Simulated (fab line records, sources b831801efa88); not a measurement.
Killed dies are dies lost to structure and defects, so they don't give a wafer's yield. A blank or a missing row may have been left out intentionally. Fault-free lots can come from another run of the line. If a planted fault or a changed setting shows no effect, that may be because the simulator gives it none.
Split-lot trial / flow sfqLine / on a route of 325 steps: 5 lots, 23 wafers read

## THE SPLIT ITSELF
At SFQ_TRILAYER_M2_LITHO_COAT_062 (resist thk 62 nm), the setting spinRpm was moved away from the recipe's 3000 rpm on 4 of the 23 wafers read, by -5.1% to -5.1%. All remaining wafers had this setting at the recipe value.

The reading comes from the split's own step.

## THE READING
BARC_of_TRILAYER_M2_LITHO_COAT_062.thkNm (the simulator's own value, which no gauge read), in nm, at SFQ_TRILAYER_M2_LITHO_COAT_062 (resist thk 62 nm). The file does not state a usual value for it. Across the 19 wafers here that went through the recipe, the average is 61.96 nm and the standard deviation 0.13 nm.

wafer=L074.1; tool, chamber at the split=lithoTrack-01, 0; spinRpm as run, rpm=3000; against the recipe=recipe; BARC_of_TRILAYER_M2_LITHO_COAT_062.thkNm, nm=61.84; against lot-mates on the recipe=-
wafer=L074.2; tool, chamber at the split=lithoTrack-01, 0; spinRpm as run, rpm=3000; against the recipe=recipe; BARC_of_TRILAYER_M2_LITHO_COAT_062.thkNm, nm=61.64; against lot-mates on the recipe=-
wafer=L074.6; tool, chamber at the split=lithoTrack-01, 0; spinRpm as run, rpm=3000; against the recipe=recipe; BARC_of_TRILAYER_M2_LITHO_COAT_062.thkNm, nm=61.74; against lot-mates on the recipe=-
wafer=L075.1; tool, chamber at the split=lithoTrack-02, 0; spinRpm as run, rpm=3000; against the recipe=recipe; BARC_of_TRILAYER_M2_LITHO_COAT_062.thkNm, nm=61.98; against lot-mates on the recipe=-
wafer=L075.2; tool, chamber at the split=lithoTrack-02, 0; spinRpm as run, rpm=2848; against the recipe=-5.1%; BARC_of_TRILAYER_M2_LITHO_COAT_062.thkNm, nm=63.79; against lot-mates on the recipe=+1.76
wafer=L075.3; tool, chamber at the split=lithoTrack-02, 0; spinRpm as run, rpm=3000; against the recipe=recipe; BARC_of_TRILAYER_M2_LITHO_COAT_062.thkNm, nm=62.01; against lot-mates on the recipe=-
wafer=L075.5; tool, chamber at the split=lithoTrack-02, 0; spinRpm as run, rpm=2848; against the recipe=-5.1%; BARC_of_TRILAYER_M2_LITHO_COAT_062.thkNm, nm=63.64; against lot-mates on the recipe=+1.61
wafer=L075.6; tool, chamber at the split=lithoTrack-02, 0; spinRpm as run, rpm=3000; against the recipe=recipe; BARC_of_TRILAYER_M2_LITHO_COAT_062.thkNm, nm=62.09; against lot-mates on the recipe=-
wafer=L077.1; tool, chamber at the split=lithoTrack-02, 0; spinRpm as run, rpm=3000; against the recipe=recipe; BARC_of_TRILAYER_M2_LITHO_COAT_062.thkNm, nm=62.12; against lot-mates on the recipe=-
wafer=L077.2; tool, chamber at the split=lithoTrack-02, 0; spinRpm as run, rpm=3000; against the recipe=recipe; BARC_of_TRILAYER_M2_LITHO_COAT_062.thkNm, nm=61.84; against lot-mates on the recipe=-
wafer=L077.4; tool, chamber at the split=lithoTrack-02, 0; spinRpm as run, rpm=3000; against the recipe=recipe; BARC_of_TRILAYER_M2_LITHO_COAT_062.thkNm, nm=62.03; against lot-mates on the recipe=-
wafer=L077.5; tool, chamber at the split=lithoTrack-02, 0; spinRpm as run, rpm=3000; against the recipe=recipe; BARC_of_TRILAYER_M2_LITHO_COAT_062.thkNm, nm=61.93; against lot-mates on the recipe=-
wafer=L077.6; tool, chamber at the split=lithoTrack-02, 0; spinRpm as run, rpm=3000; against the recipe=recipe; BARC_of_TRILAYER_M2_LITHO_COAT_062.thkNm, nm=61.86; against lot-mates on the recipe=-
wafer=L078.1; tool, chamber at the split=lithoTrack-01, 0; spinRpm as run, rpm=2847; against the recipe=-5.1%; BARC_of_TRILAYER_M2_LITHO_COAT_062.thkNm, nm=63.54; against lot-mates on the recipe=+1.50
wafer=L078.2; tool, chamber at the split=lithoTrack-01, 0; spinRpm as run, rpm=2847; against the recipe=-5.1%; BARC_of_TRILAYER_M2_LITHO_COAT_062.thkNm, nm=63.6; against lot-mates on the recipe=+1.56
wafer=L078.3; tool, chamber at the split=lithoTrack-01, 0; spinRpm as run, rpm=3000; against the recipe=recipe; BARC_of_TRILAYER_M2_LITHO_COAT_062.thkNm, nm=61.91; against lot-mates on the recipe=-
wafer=L078.4; tool, chamber at the split=lithoTrack-01, 0; spinRpm as run, rpm=3000; against the recipe=recipe; BARC_of_TRILAYER_M2_LITHO_COAT_062.thkNm, nm=62.13; against lot-mates on the recipe=-
wafer=L078.5; tool, chamber at the split=lithoTrack-01, 0; spinRpm as run, rpm=3000; against the recipe=recipe; BARC_of_TRILAYER_M2_LITHO_COAT_062.thkNm, nm=62.09; against lot-mates on the recipe=-
wafer=L080.1; tool, chamber at the split=lithoTrack-02, 0; spinRpm as run, rpm=3000; against the recipe=recipe; BARC_of_TRILAYER_M2_LITHO_COAT_062.thkNm, nm=62.04; against lot-mates on the recipe=-
wafer=L080.2; tool, chamber at the split=lithoTrack-02, 0; spinRpm as run, rpm=3000; against the recipe=recipe; BARC_of_TRILAYER_M2_LITHO_COAT_062.thkNm, nm=62.07; against lot-mates on the recipe=-
wafer=L080.4; tool, chamber at the split=lithoTrack-02, 0; spinRpm as run, rpm=3000; against the recipe=recipe; BARC_of_TRILAYER_M2_LITHO_COAT_062.thkNm, nm=62.05; against lot-mates on the recipe=-
wafer=L080.5; tool, chamber at the split=lithoTrack-02, 0; spinRpm as run, rpm=3000; against the recipe=recipe; BARC_of_TRILAYER_M2_LITHO_COAT_062.thkNm, nm=61.95; against lot-mates on the recipe=-
wafer=L080.6; tool, chamber at the split=lithoTrack-02, 0; spinRpm as run, rpm=3000; against the recipe=recipe; BARC_of_TRILAYER_M2_LITHO_COAT_062.thkNm, nm=61.94; against lot-mates on the recipe=-

FIT RESULTS
A straight line over all 23 wafers: BARC_of_TRILAYER_M2_LITHO_COAT_062.thkNm changes by -0.331 nm for each +1% of spinRpm; r = -0.98; the points scatter about the line by 0.13 nm.
The same after taking each lot's own level away (the mean of its wafers on the recipe; 23 wafers): -0.316 nm for each +1%; r = -0.99; scatter 0.089 nm.
According to that fit, moving spinRpm by its largest amount changes the reading by 1.6 nm.
Across the lots, their own levels run from 61.740 to 62.043 nm, a range of 2.4 times the standard deviation given above.
The two slopes agree, so the slope changes little with the lot-to-lot level.
Check: for one of the wafers moved furthest among these (-5.1%), held out of the fit, the line's prediction against its lot-mates is +1.65 nm. Against them it came out at +1.5 nm.

## THESE WAFERS: OTHER SPLITS
These wafers also went through other splits before the reading. Each is held against what the fit with the lots' levels taken away leaves over:
other split on the same wafers=SFQ_TRILAYER_M1_LITHO_PEB_042 pebTimeS; wafers away from the commonest value=10; r with BARC_of_TRILAYER_M2_LITHO_COAT_062.thkNm (lot level and that fit taken away)=+0.27

## THE FILE'S OWN FIT
BARC_of_TRILAYER_M2_LITHO_COAT_062.thkNm changes by -0.316 nm for each +1% of spinRpm, r = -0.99.
